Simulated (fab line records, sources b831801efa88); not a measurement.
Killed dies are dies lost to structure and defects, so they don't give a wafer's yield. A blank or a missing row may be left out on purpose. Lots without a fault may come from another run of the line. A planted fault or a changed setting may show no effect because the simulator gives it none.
One fault seen from 2 desks | flow sky130 | each desk has only its own numbers; what lay behind them comes last

THE METROLOGY DESK
What the gauges read, lot by lot, whatever tool the lot ran on: means of the sampled wafers that have a number. A lot is out of limits, marked OUT, if its mean lies more than 4 standard deviations from the usual mean; the brackets give that distance.
Columns: A = LDD_P_TW at SKY_LDD_P_TW_MEAS_11, usual 644; B = CONTACT_W_THK at SKY_CONTACT_THK_MEAS_26, usual 337 nm
lot  | first seen here | A             | B
L684 | day 19 17:21    | 642           | 331
L685 | day 20 01:41    | 644           | 334
L686 | day 20 16:48    | 637           | 342
L687 | day 21 01:28    | 653           | 336
L688 | day 21 06:44    | 644           | 335
L689 | day 21 21:32    | 634           | 333
L690 | day 22 05:32    | 637           | 336
L697 | day 24 13:51    | 403 (-46) OUT | 337
L698 | day 24 22:22    | 405 (-46) OUT | 329
L702 | day 26 12:46    | 650           | 346
L704 | day 27 11:32    | 637           | 340
L705 | day 28 05:22    | 650           | 333
This desk's finding: out of limits on L697, L698; first on L697, day 24 13:51 (LDD_P_TW at SKY_LDD_P_TW_MEAS_11). In limits: L684, L685, L686, L687, L688, L689, L690, L702, L704, L705.

THE TOOL OWNER'S DESK: implanter-03
The tool's own readings at SKY_LDD_P_IMPLANT_09: means of the sampled wafers that have a number, for each lot that ran on this tool. A lot is out of limits, marked OUT, if its mean lies more than 4 standard deviations from the usual mean; the brackets give that distance.
Columns: A = beam_energy_keV at SKY_LDD_P_IMPLANT_09, usual 25.000; B = dose_ions_cm2 at SKY_LDD_P_IMPLANT_09, usual 1.0001e+13; C = faraday_current_uA at SKY_LDD_P_IMPLANT_09, usual 56.4
lot  | first seen here | A      | B                            | C
L684 | day 19 17:07    | 25.005 | 9.9973e+12                   | 55.9
L685 | day 20 01:26    | 24.997 | 1.0009e+13                   | 55.2
L686 | day 20 16:35    | 25.000 | 9.9940e+12                   | 57.1
L687 | day 21 01:16    | 25.003 | 1.0000e+13                   | 56.8
L697 | day 24 13:36    | 24.999 | 2.2357e+12 (-99 or more) OUT | 12.7 (-40) OUT
L698 | day 24 22:07    | 25.001 | 2.2377e+12 (-99 or more) OUT | 12.5 (-40) OUT
This desk's finding: out of limits on L697, L698; first on L697, day 24 13:36 (dose_ions_cm2 at SKY_LDD_P_IMPLANT_09). In limits: L684, L685, L686, L687.

PUT TOGETHER
The tool owner's desk could have raised an alarm at day 24 13:36, on L697, L698.
The metrology desk could have raised an alarm at day 24 13:51, on L697, L698.
Of the lots named, all ran SKY_LDD_P_IMPLANT_09 on implanter-03.

WHAT THE SIMULATOR HAD PUT IN
Process parameter drift: implanter-03, from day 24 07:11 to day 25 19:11, at SKY_LDD_P_IMPLANT_09. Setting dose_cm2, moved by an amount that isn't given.
Lots struck among those shown: L697, L698.
Hours from the fault's start to each desk's first reading out of limits: the tool owner's desk, 6; the metrology desk, 7.
